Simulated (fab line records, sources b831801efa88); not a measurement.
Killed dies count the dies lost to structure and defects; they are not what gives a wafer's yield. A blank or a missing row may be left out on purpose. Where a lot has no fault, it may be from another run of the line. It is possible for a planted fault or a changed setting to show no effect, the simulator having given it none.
8D (eight disciplines) problem report, filled in by code + flow sky130 + the parts of the form that need people (team, actions taken, sign-off) are left out

1. THE ISSUE
Mean VIA4_W_RS at SKY_VIA4_RS_MEAS_19: 0.1351 ohm/sq over 4 wafers in 2 lots; fault-free wafers: 0.2278 ohm/sq, standard deviation 0.0021. Measured from the usual mean, that is -44 standard deviations.
The step: measures by four-point-probe.
First seen on wafer L559.6, day 45 06:35, on filmMetro-03. Wafers with a number at this step in the record: 27, from 9 lots. The rule behind "out" and "out of limits": a value lying over 4 standard deviations away from the usual mean. The other wafers with a number count as sound.

2. WHAT IT IS; WHAT IT IS NOT
| question                    | is                             | is not                                                                          |
|-----------------------------|--------------------------------|---------------------------------------------------------------------------------|
| which readings at this step | VIA4_W_RS                      | -                                                                               |
| which lots                  | L559, L560                     | L551, L553, L554, L558, L568, L570, L571                                        |
| which wafers of those lots  | L559.6, L560.2, L560.4, L560.6 | L559.2, L559.4                                                                  |
| read on which gauges        | filmMetro-01, filmMetro-03     | filmMetro-04                                                                    |
| when                        | from day 45 06:35              | up to then (14 sound wafers); but 9 sound wafers of L568, L570, L571 came after |

3. SUSPECTS, AND WHAT RULES EACH OUT
Counting: any tool at a process step up to the reading remains a suspect provided it ran every lot that is out. Sound lots after the first of them don't rule it out here, since some wafers of a struck lot are sound.
- the gauge at SKY_VIA4_RS_MEAS_19 is ruled out. 2 gauges (filmMetro-01, filmMetro-03) read the wafers that are out.
- rieMetal-04 at SKY_METAL4_DESCUM_15 (chemistry O2, time 8 s): kept. It ran every lot that is out, first L559 (day 44 06:18); its last sound lot up to then is L551 (day 41 16:02).
- cvdW-02 at SKY_VIA4_CVD_18 (deposits W, target thk 505 nm, time 152.14 s): kept. It ran every lot that is out, first L559 (day 45 06:25); its last sound lot up to then is L558 (day 44 19:55). On those wafers its own readings are out: heaterPowerOuterW, heaterPowerW, susceptorTempC.
- The sound lot-mates ran in chamber 1 of cvdW-02 at SKY_VIA4_CVD_18, but the wafers that are out ran in chamber 0.
Left after counting: rieMetal-04 at SKY_METAL4_DESCUM_15, cvdW-02 at SKY_VIA4_CVD_18.

4. THE CAUSE (what the simulator had put in)
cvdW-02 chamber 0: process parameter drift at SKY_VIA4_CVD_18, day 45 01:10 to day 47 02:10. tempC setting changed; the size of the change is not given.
Of the 2 suspects that counting leaves, this tool is one.

5. THE CHAIN OF EFFECTS, in route order
Each row: a reading whose mean over the struck wafers that have a number lies more than 3 standard deviations from the usual. Only readings for which the record gives a usual standard deviation are gone through. hours: the time from each lot's start at the first step in this table that gives one to its start at this step, as a median over the lots. sigmas: the change in usual standard deviations.
| hours | step                 | reading           | usual         | on struck wafers | change  | sigmas      |
|-------|----------------------|-------------------|---------------|------------------|---------|-------------|
| 0     | SKY_VIA4_CVD_18      | heaterPowerOuterW | 510 W         | 704              | +194    | +10         |
| 0     | SKY_VIA4_CVD_18      | heaterPowerW      | 861 W         | 1093             | +232    | +8.0        |
| 0     | SKY_VIA4_CVD_18      | susceptorTempC    | 400.03 C      | 442.29           | +42.26  | +99 or more |
| 0     | SKY_VIA4_RS_MEAS_19  | VIA4_W_RS         | 0.2278 ohm/sq | 0.1351           | -0.0927 | -44         |
| 0     | SKY_VIA4_THK_MEAS_20 | VIA4_W_THK        | 518 nm        | 897              | +379    | +54         |
| 0     | SKY_VIA4_CMP_21      | timeToEndpointS   | 122 s         | 210              | +88     | +21         |
The process steps in it:
- SKY_VIA4_CVD_18: deposits W, target thk 505 nm, time 152.14 s.
- SKY_VIA4_CMP_21: polishes, stops on SiO2, t overpolish 25 s, target thk 0 nm.

6. WHAT WOULD HAVE CAUGHT IT SOONER
The first out-of-limits reading at a measuring or inspecting step in this record came at day 45 06:35, 5 hours after the fault's start at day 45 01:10.
At SKY_VIA4_CVD_18, the tool's own readings (heaterPowerOuterW, heaterPowerW, susceptorTempC) were out on each struck wafer the step has a row for, so an alarm limit on them would have fired on the first such wafer.
L560, from the lots that are out (2), started SKY_VIA4_CVD_18 on cvdW-02 later than day 45 06:35. Holding the tool at that time would have saved it.
